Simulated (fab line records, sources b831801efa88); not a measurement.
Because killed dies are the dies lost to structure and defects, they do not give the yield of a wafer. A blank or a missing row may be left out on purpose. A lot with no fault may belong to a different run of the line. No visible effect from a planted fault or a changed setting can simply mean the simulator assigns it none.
Matching of chambers -- flow gf180mcu -- cmp-01 running GF_V3_CMP_26: 4 sister chambers
The step polishes, stops on SiO2, t overpolish 15 s, target thk 0 nm. 16 wafers are shown with their chamber, then 8 later ones without.

== WAFERS WITH THEIR CHAMBER ==
wafer,chamber,motor current A (A),time to endpoint s (s),overpolish run s (s)
L788.1,1,10.0,81,15.008
L788.5,1,9.6,84,15.003
L788.6,2,11.6,84,15.009
L791.3,1,9.4,85,14.995
L791.4,2,11.1,87,15.019
L791.6,3,11.1,83,15.004
L796.2,0,11.3,73,15.000
L796.4,3,10.1,79,15.009
L796.5,3,11.0,79,15.007
L797.1,3,10.4,78,15.014
L797.3,0,11.0,77,14.987
L797.6,2,11.1,86,14.995
L799.1,2,11.6,87,15.003
L799.2,3,10.7,80,14.982
L799.6,1,9.6,83,14.986
L805.1,2,11.4,84,15.011

SIGNATURES (averages over the wafers above)
reading,chamber 0,chamber 1,chamber 2,chamber 3,scatter within a chamber
motor current A,11.150,9.650,11.360,10.660,0.313
time to endpoint s,75.00,83.25,85.60,79.80,1.84
overpolish run s,14.99350,14.99800,15.00740,15.00320,0.0104
Rule: a wafer's distance from a chamber is the root of the sum, over the readings, of the square of ((its reading less the chamber's mean) divided by the reading's scatter). The wafer belongs to the nearest chamber; if the next one is less than 2 further off, it can't be placed. How the scatter is found: for the shown wafers, subtract from each reading the mean of its chamber, square and add these, divide the total by (wafers less chambers), then take the root.

== WAFERS MISSING THEIR CHAMBER ==
wafer,motor current A (A),time to endpoint s (s),overpolish run s (s)
L805.4,10.8,80,14.999
L805.6,11.0,76,15.008
L807.1,10.5,86,14.999
L807.2,11.3,77,15.000
L807.3,11.6,89,15.001
L809.1,10.1,86,14.994
L809.3,10.7,82,15.008
L809.5,11.0,90,14.999

== WHICH CHAMBER EACH ONE RAN IN ==
wafer,from the rows above,in truth
L805.4,3,3
L805.6,can't be placed: 0 or 3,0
L807.1,can't be placed: 2 or 1 or 3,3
L807.2,can't be placed: 0 or 3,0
L807.3,2,2
L809.1,can't be placed: 1 or 3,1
L809.3,can't be placed: 3 or 2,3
L809.5,2,2
Correct placement for 3 of the 8. These rows do not allow placing 5 (true chamber among the candidates in 5). Number placed wrongly: 0.
